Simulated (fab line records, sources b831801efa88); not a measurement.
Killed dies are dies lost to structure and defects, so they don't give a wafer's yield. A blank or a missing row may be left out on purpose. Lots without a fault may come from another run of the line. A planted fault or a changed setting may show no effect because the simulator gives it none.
Which tool did it? | flow gf180mcu | 13 lots, 39 wafers sampled, at 6 steps of a route of 602

WHAT THE GAUGES READ, wafer by wafer
GF_STI_THK_MEAS_04.
lot  | measured    | on            | STI_CVD_03_THK (nm)
L737 | day 1 15:56 | film_metro-03 | 417.4 415.2 416.8
L742 | day 2 15:03 | film_metro-04 | 205.5 206.9 206.6
L743 | day 2 19:46 | film_metro-02 | 206.0 208.8 206.8
L744 | day 3 02:43 | film_metro-04 | 413.7 414.6 415.7
L746 | day 3 13:14 | film_metro-02 | 420.8 420.7 420.9
L747 | day 3 17:14 | film_metro-02 | 209.3 208.5 208.4
L752 | day 4 19:26 | film_metro-04 | 211.9 214.0 211.5
L754 | day 5 02:35 | film_metro-03 | 207.3 207.0 207.6
L755 | day 5 09:49 | film_metro-02 | 208.8 208.9 207.5
L756 | day 5 12:34 | film_metro-04 | 206.2 206.8 208.2
L757 | day 5 17:56 | film_metro-03 | 208.3 207.0 207.5
L759 | day 6 03:34 | film_metro-03 | 203.9 208.4 207.4
L760 | day 6 09:13 | film_metro-02 | 208.3 207.4 205.2

GF_POLY_GATE_CD_MEAS_18.
lot  | measured     | on        | cd_nm (nm)
L742 | day 10 19:21 | cd_sem-01 | 277.3 279.5 279.7
L743 | day 11 01:01 | cd_sem-02 | 280.6 281.0 279.1
L747 | day 12 07:20 | cd_sem-01 | 282.3 278.6 279.2
L752 | day 13 21:37 | cd_sem-01 | 278.5 282.1 279.8
L754 | day 14 10:31 | cd_sem-01 | 275.2 279.3 280.0
L755 | day 14 18:22 | cd_sem-02 | 280.5 277.9 279.3
L756 | day 15 02:28 | cd_sem-01 | 278.4 281.2 279.9
L757 | day 15 10:46 | cd_sem-02 | 279.3 278.0 278.1
L759 | day 15 22:19 | cd_sem-02 | 277.5 277.1 280.7
L760 | day 16 08:29 | cd_sem-02 | 280.2 282.4 279.6

GF_SALICIDE_RS_MEAS_04: measures by four-point-probe.
lot  | measured     | on            | SALICIDE_TIN_RS (ohm/sq)
L742 | day 16 21:41 | film_metro-02 | 16.4 16.4 15.7
L743 | day 17 08:24 | film_metro-02 | 16.0 16.1 16.6
L747 | day 18 18:32 | film_metro-02 | 16.7 16.0 16.4
L752 | day 20 17:59 | film_metro-01 | 15.9 15.9 16.0
L754 | day 21 09:38 | film_metro-04 | 16.1 16.0 16.0
L755 | day 21 17:22 | film_metro-01 | 16.6 16.8 16.6
L756 | day 22 03:19 | film_metro-01 | 16.4 16.4 16.1
L757 | day 22 12:22 | film_metro-01 | 16.3 16.1 16.1
L759 | day 23 01:11 | film_metro-02 | 16.3 16.5 16.5
L760 | day 23 12:29 | film_metro-02 | 16.8 17.0 16.9

GF_CONTACT_BOW_MEAS_05.
lot  | measured     | on            | CONTACT_BOW (um)
L742 | day 16 22:41 | film_metro-03 | 61 71 68
L743 | day 17 09:25 | film_metro-03 | 67 69 60
L747 | day 18 19:34 | film_metro-03 | 66 68 72
L752 | day 20 19:00 | film_metro-01 | 65 64 70
L754 | day 21 10:39 | film_metro-01 | 75 78 61
L755 | day 21 18:22 | film_metro-04 | 59 63 57
L756 | day 22 04:19 | film_metro-04 | 61 68 62
L757 | day 22 13:23 | film_metro-01 | 65 86 72
L759 | day 23 02:12 | film_metro-04 | 71 74 67
L760 | day 23 13:29 | film_metro-04 | 56 64 65

WHICH TOOL RAN EACH LOT (tool, then ch and the chambers of the sampled wafers, then the start)
lot  | GF_STI_CVD_03                                             | GF_STI_ETCH_13
L737 | lpcvd-02 ch 0, day 1 11:46 and lpcvd-01 ch 0, day 1 13:55 | rie_diel-02 ch 1,2,3, day 2 02:14
L742 | lpcvd-02 ch 0, day 2 13:02                                | rie_diel-02 ch 0,2,3, day 3 04:03
L743 | lpcvd-02 ch 1, day 2 17:46                                | rie_diel-03 ch 0,2,3, day 3 08:23
L744 | lpcvd-02 ch 0, day 2 22:34                                | rie_diel-03 ch 0,3, day 3 13:08
L746 | lpcvd-01 ch 0, day 3 09:07                                | rie_diel-02 ch 0,1,3, day 4 00:06
L747 | lpcvd-02 ch 0, day 3 15:15                                | rie_diel-03 ch 0,2, day 4 05:44
L752 | lpcvd-01 ch 1, day 4 17:26                                | rie_diel-02 ch 0,1,2, day 5 08:23
L754 | lpcvd-02 ch 1, day 5 00:34                                | rie_diel-03 ch 0,2,3, day 5 16:10
L755 | lpcvd-02 ch 0, day 5 06:49                                | rie_diel-03 ch 0,3, day 5 23:29
L756 | lpcvd-01 ch 0, day 5 10:34                                | rie_diel-04 ch 0,1,3, day 6 04:03
L757 | lpcvd-01 ch 0, day 5 15:57                                | rie_diel-02 ch 0,1,2, day 6 09:08
L759 | lpcvd-02 ch 0, day 6 01:34                                | rie_diel-03 ch 0,3, day 6 18:21
L760 | lpcvd-02 ch 1, day 6 07:14                                | rie_diel-04 ch 0,1,3, day 7 00:19
- GF_STI_CVD_03: deposits Si3N4 from DCS/NH3, target thk 207.16 nm, time 3551 s.
- GF_STI_ETCH_13: etches the open film in CHF3/O2, stops on Si, target depth 282.31 nm, time 112.9 s.

WHAT THE TOOLS THEMSELVES READ (means of the sampled wafers that have a number; where no wafer has one, the mark that the record gives instead)
GF_STI_CVD_03.
lot  | tool              | spike_tc_centre_C (C) | zone_power_bottom_pct (%) | zone_power_lower_pct (%)
L737 | lpcvd-02/lpcvd-01 | 771.0                 | 22.5                      | 13.8
L742 | lpcvd-02          | 771.9                 | 20.2                      | 11.4
L743 | lpcvd-02          | 769.0                 | 18.7                      | 10.8
L744 | lpcvd-02          | 770.8                 | 20.0                      | 11.4
L746 | lpcvd-01          | 770.6                 | 25.0                      | 16.1
L747 | lpcvd-02          | 771.9                 | 20.1                      | 11.4
L752 | lpcvd-01          | 771.5                 | 18.3                      | 12.6
L754 | lpcvd-02          | 769.8                 | 18.8                      | 10.8
L755 | lpcvd-02          | 771.1                 | 20.2                      | 11.5
L756 | lpcvd-01          | 771.6                 | 25.1                      | 16.1
L757 | lpcvd-01          | 770.6                 | 24.9                      | 16.0
L759 | lpcvd-02          | 771.8                 | 20.2                      | 11.4
L760 | lpcvd-02          | 770.1                 | 18.6                      | 10.9

GF_STI_ETCH_13.
lot  | tool        | chamber_pressure_mTorr (mTorr) | drypump_motor_current_A (A) | oes_product_au (a.u.) | throttle_valve_pct (%)
L737 | rie_diel-02 | 40.00                          | 5.5                         | 0.998                 | 8.865
L742 | rie_diel-02 | 40.02                          | 5.5                         | 0.829                 | 8.814
L743 | rie_diel-03 | 40.01                          | 5.5                         | 0.831                 | 8.810
L744 | rie_diel-03 | 40.05                          | 5.5                         | 0.997                 | 8.864
L746 | rie_diel-02 | 39.99                          | 5.8                         | 1.000                 | 8.857
L747 | rie_diel-03 | 39.99                          | 5.5                         | 0.838                 | 8.818
L752 | rie_diel-02 | 39.98                          | 5.9                         | 0.843                 | 8.809
L754 | rie_diel-03 | 40.00                          | 5.5                         | 0.831                 | 8.807
L755 | rie_diel-03 | 39.99                          | 5.5                         | 0.840                 | 8.816
L756 | rie_diel-04 | 40.01                          | 5.5                         | 0.831                 | 8.813
L757 | rie_diel-02 | 39.99                          | 5.8                         | 0.836                 | 8.813
L759 | rie_diel-03 | 40.01                          | 5.6                         | 0.832                 | 8.808
L760 | rie_diel-04 | 39.99                          | 5.6                         | 0.832                 | 8.812

THE ANSWER, worked out from the rows above alone
Rule: what is usual is taken from the lots themselves. Put in order of their means at a reading, lots are off if they are a third of the lots or fewer, leave a main group of 4 or more, and stand apart from it by a gap of 3 or more times the standard deviation of the main group's means; of several such gaps the widest counts. A main group whose means are all the same, to the digits that the tables above print for the reading, isn't used. A lot without any number at a reading at which 4 lots or more have one is off too. The other lots that the step has rows for count as sound. The gauges are gone through in route order, then the tools' own readings, and for those a lot's mean is taken as printed above. The first step at which some lot is off is used, and at that step the reading that is off furthest; a lot without a number counts as furthest.
Off: L737, L744, L746, at GF_STI_THK_MEAS_04 (STI_CVD_03_THK). The main group: mean 207.9 nm, standard deviation 1.7.
A tool fits if, at a process step before that reading, it ran every lot that is off, and no sound lot after the first of them. The gauges at GF_STI_THK_MEAS_04 aren't tried: what is off there is off at GF_STI_ETCH_13 too, on other tools, and a gauge's error can't cause that. None of those tried fits.

WHAT THE SIMULATOR HAD PUT IN
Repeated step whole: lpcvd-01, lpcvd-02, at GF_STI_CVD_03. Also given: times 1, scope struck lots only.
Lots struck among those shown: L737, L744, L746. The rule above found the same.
